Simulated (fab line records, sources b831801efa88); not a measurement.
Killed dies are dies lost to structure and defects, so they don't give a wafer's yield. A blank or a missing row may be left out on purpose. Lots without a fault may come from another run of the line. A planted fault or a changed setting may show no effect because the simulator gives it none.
fab line records | flow sfq_line | part 1 of 2: steps 1 to 31 of 40
record lots=5 wafers=15 last_day=79
route steps=325 shown L0@7 L0V@16 M0@28 I0@43
lots that met no fault: from a run of the same line without faults
start_h: hours from the record's first day to the start of the lot's first wafer shown | wait_h: hours since the lot's step before | " the same as in the row above | L1.1+2: a row that stands for several wafers | - no value, or no start given | * or withheld: withheld | < > ~ a bound
route shown NAME@n: a module of which the file shows steps, and the number in the route of the first | usual: mean/standard deviation of fault-free wafers | same: alike in all rows | chamber/n: place in a boat | sites: the reading at each site | _std_site: their standard deviation | _edge_site: outer sites' mean less inner sites' | radius_mm: how far each site lies from the wafer's centre | mask NAME#n: copy n | behind: the tool/chamber that last shaped the wafer | hold: why the lot was held/for how many hours/how that ended | device: the transistor (n, p or np) that didn't switch | end of line: the same wafers' tests at the end of the route | a step without rows: its recipe alone | killed: dies lost to structure and defects at the first sort, not the wafer's yield | map: a wafer's dies, x killed, . not, _ none there
set.NAME: the setting as run; set.NAME@STEP: as run at that earlier step | model.NAME: the simulator's own value behind a step, which no gauge read
lots at some steps of the route; a table a step, a row a wafer
services: from which hour (start_h, from the record's first day; less than 0 if before it) a tool's chamber was out of use, for how many hours, and why
## steps
# step SFQ_TRILAYER_L0_LITHO_COAT_005
# recipe resist=KrF spin_rpm=3000 resist_thk_nm=600
# columns lot.wafer tool chamber start_h wait_h
L079.1+3+6 litho_track-01 0 38.04 0.2
L080.1+2+4 litho_track-01 0 43.04 0.2
L086.1+5+6 litho_track-03 0 73.09 0.2
L088.3+5+6 litho_track-01 0 83.14 0.2
L090.2+4+6 litho_track-03 0 93.09 0.2
# step SFQ_TRILAYER_L0_LITHO_SOFTBAKE_009
# recipe temp_c=withheld time_s=withheld resist=KrF
# columns lot.wafer tool chamber start_h wait_h
L079.1+3+6 litho_track-01 0 38.34 0.2
L080.1+2+4 litho_track-01 0 43.34 0.2
L086.1+5+6 litho_track-03 0 73.39 0.2
L088.3+5+6 litho_track-01 0 83.39 0.2
L090.2+4+6 litho_track-03 0 93.37 0.2
# step SFQ_TRILAYER_L0_LITHO_EXPOSE_006
# recipe mask_id=L0 na=0.6 source_shape=conventional sigma_outer=0.65 target_cd_nm=2000 dose_mj=14.4
# columns lot.wafer tool chamber start_h wait_h mask
L079.1+3+6 krf_scanner-01 0 - - L0#0
L080.1+2+4 krf_scanner-01 0 86.61 - L0#0
L086.1+5+6 krf_scanner-01 0 120.21 - L0#0
L088.3+5+6 krf_scanner-01 0 132.72 - L0#0
L090.2+4+6 krf_scanner-01 0 140.92 - L0#0
# step SFQ_TRILAYER_L0_LITHO_PEB_008
# recipe peb_temp_c=115 peb_time_s=60 resist=KrF
# columns lot.wafer tool chamber start_h wait_h
L079.1+3+6 litho_track-01 0 - -
L080.1+2+4 litho_track-01 0 87.81 1.0
L086.1+5+6 litho_track-01 0 121.41 1.0
L088.3+5+6 litho_track-02 0 133.57 0.7
L090.2+4+6 litho_track-03 0 141.94 0.8
# step SFQ_TRILAYER_L0_LITHO_DEVELOP_007
# recipe time_s=60 resist=KrF
# columns lot.wafer tool chamber start_h wait_h
L079.1+3+6 litho_track-01 0 83.64 0.1
L080.1+2+4 litho_track-01 0 87.96 0.1
L086.1+5+6 litho_track-01 0 121.56 0.1
L088.3+5+6 litho_track-02 0 133.72 0.1
L090.2+4+6 litho_track-03 0 142.09 0.1
# step SFQ_TRILAYER_L0_BARC_OPEN_METAL_ETCH_010
# recipe mask_material=PR chemistry=O2 target_depth_nm=125 target=BARC icp_w=600 bias_w=80 pressure_mtorr=10 time_s=41.7
# usual bias_w=80.01/0.22 drypump_motor_current_A=5.4/0.38 oes_product_au=0.685/0.0042
# columns lot.wafer tool chamber start_h wait_h bias_w drypump_motor_current_A oes_product_au rf_hours_counter_h
L079.1 rie_metal-02 0 83.79 0.1 80.17 4.7 0.684 169
L079.3 " 1 " " 79.89 5.4 0.694 -
L079.6 " 1 " " 79.96 5.4 0.692 -
L080.1 rie_metal-03 0 88.11 0.1 79.92 5.5 0.686 111
L080.2 " 1 " " 79.97 5.3 0.692 37
L080.4 " 0 " " 79.89 5.5 0.685 -
L086.1 rie_metal-04 0 121.71 0.1 80.07 6.1 0.686 5
L086.5 " 0 " " 79.80 6.1 0.687 -
L086.6 " 1 " " 80.11 5.6 0.683 -
L088.3 rie_metal-03 1 133.84 0.1 79.93 5.3 0.680 -
L088.5 " 1 " " 79.80 5.3 0.683 -
L088.6 " 0 " " 80.63 5.5 0.679 -
L090.2 rie_metal-03 0 142.22 0.1 80.09 5.5 0.692 121
L090.4 " 1 " " 80.29 5.3 0.689 -
L090.6 " 0 " " 79.89 5.5 0.686 -
# step SFQ_TRILAYER_L0_ETCH_METAL_ETCH_008
# recipe target=MoNx_KI stop_on=SiO2 mask_material=PR chemistry=SF6/O2 target_depth_nm=50 icp_w=582.9 bias_w=80 pressure_mtorr=10 time_s=25
# usual bias_w=79.99/0.19 drypump_motor_current_A=5.4/0.37 oes_product_au=0.873/0.0062
# columns lot.wafer tool chamber start_h wait_h bias_w drypump_motor_current_A oes_product_au rf_hours_counter_h
L079.1 rie_metal-02 0 83.85 0.0 80.11 4.7 0.864 169
L079.3 " 1 " " 79.86 5.4 0.865 -
L079.6 " 1 " " 79.66 5.4 0.876 -
L080.1 rie_metal-03 0 88.17 0.0 80.17 5.5 0.872 111
L080.2 " 1 " " 79.98 5.3 0.870 37
L080.4 " 0 " " 80.26 5.5 0.883 -
L086.1 rie_metal-04 0 121.77 0.0 80.29 6.1 0.872 5
L086.5 " 0 " " 79.67 6.1 0.878 -
L086.6 " 1 " " 79.73 5.7 0.871 -
L088.3 rie_metal-03 1 133.89 0.0 79.97 5.3 0.870 -
L088.5 " 1 " " 80.15 5.3 0.873 -
L088.6 " 0 " " 79.95 5.5 0.868 -
L090.2 rie_metal-03 0 142.28 0.0 79.65 5.5 0.870 121
L090.4 " 1 " " 80.23 5.2 0.859 -
L090.6 " 0 " " 80.14 5.5 0.875 -
# step SFQ_TRILAYER_L0_STRIP_STRIP_009
# recipe gas=O2 power_w=200 platen_temp_c=40 overash_fraction=0.65 chemistry=O2 pressure_mtorr=50
# usual drypump_motor_current_A=5.4/0.38 oes_product_au=1.004/0.0068
# columns lot.wafer tool chamber start_h wait_h drypump_motor_current_A oes_product_au rf_hours_counter_h
L079.1 rie_metal-02 0 83.90 0.0 4.7 1.013 169
L079.3 " 1 " " 5.4 1.006 -
L079.6 " 1 " " 5.4 1.004 -
L080.1 rie_metal-03 0 88.21 0.0 5.5 1.000 111
L080.2 " 1 " " 5.3 1.001 37
L080.4 " 0 " " 5.5 1.006 -
L086.1 rie_metal-04 0 121.81 0.0 6.1 1.005 5
L086.5 " 0 " " 6.1 1.007 -
L086.6 " 1 " " 5.7 1.001 -
L088.3 rie_metal-03 1 134.12 0.2 5.3 0.998 -
L088.5 " 1 " " 5.3 1.016 -
L088.6 " 0 " " 5.5 1.016 -
L090.2 rie_metal-03 0 142.32 0.0 5.5 1.007 121
L090.4 " 1 " " 5.3 1.015 -
L090.6 " 0 " " 5.5 1.002 -
# step SFQ_TRILAYER_L0_STRIP_SOLV_CLEAN_010
# recipe chemistry=NMP temp_c=70 time_s=600
# columns lot.wafer tool chamber start_h wait_h
L079.1+3+6 wet_bench-04 0,5,2 84.50 0.4
L080.1+2+4 wet_bench-03 5,4,2 88.81 0.4
L086.1+5+6 wet_bench-01 4,1,0 122.41 0.4
L088.3+5+6 wet_bench-03 3,1,0 134.52 0.2
L090.2+4+6 wet_bench-03 2,0,4 142.92 0.4
# step SFQ_TRILAYER_L0_CAP_PECVD_011
# recipe material=SiO2 temp_c=150 time_s=13.333 pressure_torr=2.4 rf_w=183.3 precursor=SiH4/N2O target_thk_nm=60
# usual chamber_pressure_Torr=2.400/0.0047 heater_power_outer_w=30/11 heater_power_w=88/20 throttle_valve_pct=25.7/1.5
# columns lot.wafer tool chamber start_h wait_h chamber_pressure_Torr heater_power_outer_w heater_power_w throttle_valve_pct
L079.1 pecvd-04 1 84.67 0.0 2.399 35 108 29.2
L079.3 " 2 " " 2.403 31 83 24.9
L079.6 " 0 " " 2.401 25 78 26.5
L080.1 pecvd-01 2 88.99 0.0 2.411 41 95 24.1
L080.2 " 0 " " 2.402 20 68 25.5
L080.4 " 0 " " 2.396 20 69 25.6
L086.1 pecvd-01 2 122.60 0.0 2.396 46 102 24.1
L086.5 " 0 " " 2.398 21 71 25.6
L086.6 " 1 " " 2.401 26 81 24.0
L088.3 pecvd-03 2 134.87 0.0 2.396 24 74 27.8
L088.5 " 0 " " 2.397 43 124 25.0
L088.6 " 2 " " 2.395 24 77 27.6
L090.2 pecvd-03 0 143.11 0.0 2.402 57 136 25.2
L090.4 " 1 " " 2.400 28 79 25.1
L090.6 " 0 " " 2.398 55 140 25.3
# step SFQ_TRILAYER_L0_VIA_LITHO_COAT_018
# recipe resist=BARC spin_rpm=3000 resist_thk_nm=62
# columns lot.wafer tool chamber start_h wait_h
L079.1+3+6 litho_track-04 0 84.70 0.0
L080.1+2+4 litho_track-02 0 89.01 0.0
L086.1+5+6 litho_track-04 0 122.63 0.0
L088.3+5+6 litho_track-04 0 135.00 0.1
L090.2+4+6 litho_track-02 0 143.19 0.1
# step SFQ_TRILAYER_L0_VIA_LITHO_COAT_013
# recipe resist=KrF spin_rpm=3000 resist_thk_nm=650
# columns lot.wafer tool chamber start_h wait_h
L079.1+3+6 litho_track-04 0 85.00 0.2
L080.1+2+4 litho_track-02 0 89.31 0.2
L086.1+5+6 litho_track-04 0 122.93 0.2
L088.3+5+6 litho_track-04 0 135.30 0.2
L090.2+4+6 litho_track-02 0 143.49 0.2
# step SFQ_TRILAYER_L0_VIA_LITHO_SOFTBAKE_017
# recipe temp_c=withheld time_s=withheld resist=KrF
# columns lot.wafer tool chamber start_h wait_h
L079.1+3+6 litho_track-04 0 85.30 0.2
L080.1+2+4 litho_track-02 0 89.61 0.2
L086.1+5+6 litho_track-04 0 123.23 0.2
L088.3+5+6 litho_track-04 0 135.55 0.2
L090.2+4+6 litho_track-02 0 143.76 0.2
# step SFQ_TRILAYER_L0_VIA_LITHO_EXPOSE_014
# recipe mask_id=L0V na=0.6 source_shape=conventional sigma_outer=0.65 target_cd_nm=700 dose_mj=21.3
# columns lot.wafer tool chamber start_h wait_h mask
L079.1+3+6 krf_scanner-02 0 129.01 - L0V#0
L080.1+2+4 krf_scanner-02 0 133.81 - L0V#0
L086.1+5+6 krf_scanner-02 0 169.61 - L0V#0
L088.3+5+6 krf_scanner-02 0 184.44 - L0V#0
L090.2+4+6 krf_scanner-02 0 193.84 - L0V#0
# step SFQ_TRILAYER_L0_VIA_LITHO_PEB_016
# recipe peb_temp_c=115 peb_time_s=60 resist=KrF
# columns lot.wafer tool chamber start_h wait_h
L079.1+3+6 litho_track-04 0 130.21 1.0
L080.1+2+4 litho_track-01 0 135.02 1.0
L086.1+5+6 litho_track-04 0 170.81 1.0
L088.3+5+6 litho_track-04 0 185.29 0.7
L090.2+4+6 litho_track-04 0 194.86 0.8
# step SFQ_TRILAYER_L0_VIA_LITHO_DEVELOP_015
# recipe time_s=60 resist=KrF
# columns lot.wafer tool chamber start_h wait_h
L079.1+3+6 litho_track-04 0 130.36 0.1
L080.1+2+4 litho_track-01 0 135.17 0.1
L086.1+5+6 litho_track-04 0 170.96 0.1
L088.3+5+6 litho_track-04 0 185.44 0.1
L090.2+4+6 litho_track-04 0 195.01 0.1
# step SFQ_L0V_OVL_MEAS_903
# usual L0V_OVL=-2/4.8
# columns lot.wafer tool chamber start_h wait_h L0V_OVL[nm]
L079.1 overlay-02 - 130.51 0.1 1
L079.3 " - " " 0
L079.6 " - " " 0
L080.1 overlay-01 - 135.32 0.1 -8
L080.2 " - " " -2
L080.4 " - " " -10
L086.1 overlay-02 - 171.11 0.1 4
L086.5 " - " " 4
L086.6 " - " " 3
L088.3 overlay-01 - 185.55 0.1 3
L088.5 " - " " -1
L088.6 " - " " 5
L090.2 overlay-01 - 195.14 0.1 8
L090.4 " - " " 4
L090.6 " - " " 9
# step SFQ_TRILAYER_L0_VIA_BARC_OPEN_VIA_ETCH_021
# recipe mask_material=PR chemistry=O2 target_depth_nm=125 target=BARC source_w=500 bias_w=83.06 pressure_mtorr=30 time_s=41.7
# usual bias_w=83.07/0.25 drypump_motor_current_A=5.57/0.23 oes_product_au=0.686/0.0044
# columns lot.wafer tool chamber start_h wait_h bias_w drypump_motor_current_A oes_product_au rf_hours_counter_h
L079.1 rie_diel-03 0 130.55 0.0 82.74 5.44 0.683 56
L079.3 " 2 " " 82.90 5.77 0.686 49
L079.6 " 0 " " 82.93 5.44 0.688 -
L080.1 rie_diel-02 0 135.35 0.0 82.76 5.50 0.680 86
L080.2 " 3 " " 82.99 5.43 0.686 139
L080.4 " 1 " " 83.27 5.69 0.688 122
L086.1 rie_diel-02 1 171.15 0.0 83.29 5.70 0.690 123
L086.5 " 3 " " 83.19 5.35 0.683 -
L086.6 " 2 " " 83.03 4.96 0.687 -
L088.3 rie_diel-02 3 185.57 0.0 83.53 5.44 0.696 140
L088.5 " 3 " " 83.14 5.41 0.697 -
L088.6 " 2 " " 83.07 4.97 0.686 -
L090.2 rie_diel-02 1 195.17 0.0 82.52 5.66 0.690 123
L090.4 " 2 " " 82.84 4.96 0.685 145
L090.6 " 1 " " 82.83 5.70 0.681 -
# step SFQ_TRILAYER_L0_VIA_ETCH_VIA_ETCH_016
# recipe target=SiO2 stop_on=MoNx_KI mask_material=PR chemistry=CHF3 target_depth_nm=80 source_w=500 bias_w=80 pressure_mtorr=30 time_s=withheld
# usual bias_w=79.98/0.23 drypump_motor_current_A=5.57/0.24 oes_product_au=0.843/0.0077
# columns lot.wafer tool chamber start_h wait_h bias_w drypump_motor_current_A oes_product_au
L079.1 rie_diel-03 0 130.59 0.0 79.84 5.45 0.841
L079.3 " 2 " " 80.03 5.78 0.839
L079.6 " 0 " " 79.91 5.45 0.840
L080.1 rie_diel-02 0 135.39 0.0 79.93 5.48 0.842
L080.2 " 3 " " 79.98 5.37 0.831
L080.4 " 1 " " 79.96 5.72 0.848
L086.1 rie_diel-02 1 171.19 0.0 80.31 5.70 0.850
L086.5 " 3 " " 80.17 5.32 0.851
L086.6 " 2 " " 79.63 4.94 0.847
L088.3 rie_diel-02 3 185.61 0.0 79.98 5.39 0.840
L088.5 " 3 " " 79.71 5.39 0.837
L088.6 " 2 " " 79.87 4.95 0.840
L090.2 rie_diel-02 1 195.21 0.0 80.28 5.76 0.854
L090.4 " 2 " " 80.18 4.95 0.842
L090.6 " 1 " " 80.09 5.68 0.842
# step SFQ_TRILAYER_L0_VIA_STRIP_STRIP_017
# recipe gas=O2 power_w=200 platen_temp_c=40 overash_fraction=0.65 chemistry=O2 pressure_mtorr=50
# usual drypump_motor_current_A=5.67/0.29 oes_product_au=1.002/0.0079
# columns lot.wafer tool chamber start_h wait_h drypump_motor_current_A oes_product_au rf_hours_counter_h
L079.1 rie_metal-04 0 130.64 - 6.14 1.004 6
L079.3 " 1 " " 5.64 1.003 -
L079.6 " 1 " " 5.61 0.995 -
L080.1 rie_metal-01 0 135.44 - 5.91 0.995 161
L080.2 " 1 " " 5.46 0.990 119
L080.4 " 1 " " 5.46 0.993 -
L086.1 rie_metal-01 1 171.24 - 5.46 0.987 126
L086.5 " 1 " " 5.47 0.989 -
L086.6 " 0 " " 5.91 1.006 -
L088.3 rie_metal-03 0 185.86 - 5.49 1.003 -
L088.5 " 0 " " 5.51 0.997 -
L088.6 " 1 " " 5.29 0.998 -
L090.2 rie_metal-03 0 195.26 - 5.51 0.994 130
L090.4 " 0 " " 5.51 1.003 -
L090.6 " 1 " " 5.29 1.002 -
# step SFQ_TRILAYER_L0_VIA_STRIP_SOLV_CLEAN_018
# recipe chemistry=NMP temp_c=70 time_s=600
# columns lot.wafer tool chamber start_h wait_h
L079.1+3+6 wet_bench-02 0,6,4 131.24 0.4
L080.1+2+4 wet_bench-02 1,2,4 136.04 0.4
L086.1+5+6 wet_bench-03 0,6,7 171.84 0.4
L088.3+5+6 wet_bench-03 4,7,3 186.26 0.2
L090.2+4+6 wet_bench-03 4,5,1 195.86 0.4
# step SFQ_TRILAYER_M0_DEP_PRE_CLEAN_020
# recipe gas=Ar time_s=15 bias_v=250
# columns lot.wafer tool chamber start_h wait_h
L079.1+3+6 pvd_sputter-06 - 131.41 0.0
L080.1+2+4 pvd_sputter-06 - 136.21 0.0
L086.1+5+6 pvd_sputter-06 - 172.01 0.0
L088.3+5+6 pvd_sputter-05 - 186.44 0.0
L090.2+4+6 pvd_sputter-04 - 196.04 0.0
# step SFQ_TRILAYER_M0_DEP_SPUTTER_019
# recipe material=Nb base_pressure_pa=1.33e-06 chamber_pressure_pa=0.1333 substrate_temp_c=20 resputter_cathode_voltage_v=400 target_thk_nm=200 power_w=2000 time_s=133.3
# usual throttle_valve_pct=30.5/1.1
# columns lot.wafer tool chamber start_h wait_h throttle_valve_pct
L079.1 pvd_sputter-06 - 131.44 0.0 32.1
L079.3 " - " " 30.0
L079.6 " - " " 29.2
L080.1 pvd_sputter-06 - 136.24 0.0 30.6
L080.2 " - " " 28.9
L080.4 " - " " 29.7
L086.1 pvd_sputter-06 - 172.04 0.0 32.5
L086.5 " - " " 32.4
L086.6 " - " " 31.1
L088.3 pvd_sputter-05 - 186.46 0.0 30.0
L088.5 " - " " 29.5
L088.6 " - " " 30.0
L090.2 pvd_sputter-04 - 196.06 0.0 30.4
L090.4 " - " " 33.2
L090.6 " - " " 33.0
# step SFQ_M0_RS_MEAS_904
# recipe thk_meas_gauge=four-point-probe reads=Nb_of_TRILAYER_M0_DEP_SPUTTER_019
# usual M0_NB_RS=0.891/0.007
# columns lot.wafer tool chamber start_h wait_h M0_NB_RS[ohm/sq]
L079.1 film_metro-02 - 131.53 0.0 0.895
L079.3 " - " " 0.894
L079.6 " - " " 0.896
L080.1 film_metro-03 - 136.33 0.0 0.895
L080.2 " - " " 0.900
L080.4 " - " " 0.894
L086.1 film_metro-04 - 172.13 0.0 0.900
L086.5 " - " " 0.894
L086.6 " - " " 0.905
L088.3 film_metro-04 - 186.59 0.1 0.887
L088.5 " - " " 0.883
L088.6 " - " " 0.893
L090.2 film_metro-03 - 196.17 0.1 0.882
L090.4 " - " " 0.885
L090.6 " - " " 0.893
# step SFQ_TRILAYER_M0_LITHO_COAT_026
# recipe resist=BARC spin_rpm=3000 resist_thk_nm=62
# columns lot.wafer tool chamber start_h wait_h
L079.1+3+6 litho_track-03 0 131.71 0.1
L080.1+2+4 litho_track-01 0 136.51 0.1
L086.1+5+6 litho_track-01 0 172.31 0.1
L088.3+5+6 litho_track-03 0 186.83 0.1
L090.2+4+6 litho_track-01 0 196.38 0.1
# step SFQ_TRILAYER_M0_LITHO_COAT_021
# recipe resist=KrF spin_rpm=3000 resist_thk_nm=600
# columns lot.wafer tool chamber start_h wait_h
L079.1+3+6 litho_track-03 0 132.01 0.2
L080.1+2+4 litho_track-01 0 136.81 0.2
L086.1+5+6 litho_track-01 0 172.61 0.2
L088.3+5+6 litho_track-03 0 187.13 0.2
L090.2+4+6 litho_track-01 0 196.68 0.2
# step SFQ_TRILAYER_M0_LITHO_SOFTBAKE_025
# recipe temp_c=withheld time_s=withheld resist=KrF
# columns lot.wafer tool chamber start_h wait_h
L079.1+3+6 litho_track-03 0 132.31 0.2
L080.1+2+4 litho_track-01 0 137.11 0.2
L086.1+5+6 litho_track-01 0 172.91 0.2
L088.3+5+6 litho_track-03 0 187.38 0.2
L090.2+4+6 litho_track-01 0 196.96 0.2
# step SFQ_TRILAYER_M0_LITHO_EXPOSE_022
# recipe mask_id=M0 na=0.6 source_shape=conventional sigma_outer=0.65 target_cd_nm=500 dose_mj=14.4
# columns lot.wafer tool chamber start_h wait_h mask
L079.1+3+6 krf_scanner-02 0 - - M0#0
L080.1+2+4 krf_scanner-02 0 185.24 - M0#0
L086.1+5+6 krf_scanner-02 0 226.04 - M0#0
L088.3+5+6 krf_scanner-02 0 242.04 - M0#0
L090.2+4+6 krf_scanner-02 0 251.44 - M0#0
# step SFQ_TRILAYER_M0_LITHO_PEB_024
# recipe peb_temp_c=115 peb_time_s=60 resist=KrF
# columns lot.wafer tool chamber start_h wait_h
L079.1+3+6 litho_track-03 0 - -
L080.1+2+4 litho_track-04 0 186.44 1.0
L086.1+5+6 litho_track-04 0 227.24 1.0
L088.3+5+6 litho_track-04 0 242.89 0.7
L090.2+4+6 litho_track-03 0 252.46 0.8
# step SFQ_TRILAYER_M0_LITHO_DEVELOP_023
# recipe time_s=60 resist=KrF
# columns lot.wafer tool chamber start_h wait_h
L079.1+3+6 litho_track-03 0 181.97 0.1
L080.1+2+4 litho_track-04 0 186.59 0.1
L086.1+5+6 litho_track-04 0 227.39 0.1
L088.3+5+6 litho_track-04 0 243.04 0.1
L090.2+4+6 litho_track-03 0 252.61 0.1
# step SFQ_M0_OVL_MEAS_906
# usual M0_OVL=1/4.8
# columns lot.wafer tool chamber start_h wait_h M0_OVL[nm]
L079.1 overlay-02 - 182.12 0.1 2
L079.3 " - " " -1
L079.6 " - " " -1
L080.1 overlay-01 - 186.74 0.1 -3
L080.2 " - " " -2
L080.4 " - " " -2
L086.1 overlay-01 - 227.54 0.1 1
L086.5 " - " " 3
L086.6 " - " " -6
L088.3 overlay-02 - 243.15 0.1 -2
L088.5 " - " " -1
L088.6 " - " " -4
L090.2 overlay-01 - 252.74 0.1 5
L090.4 " - " " 8
L090.6 " - " " 11
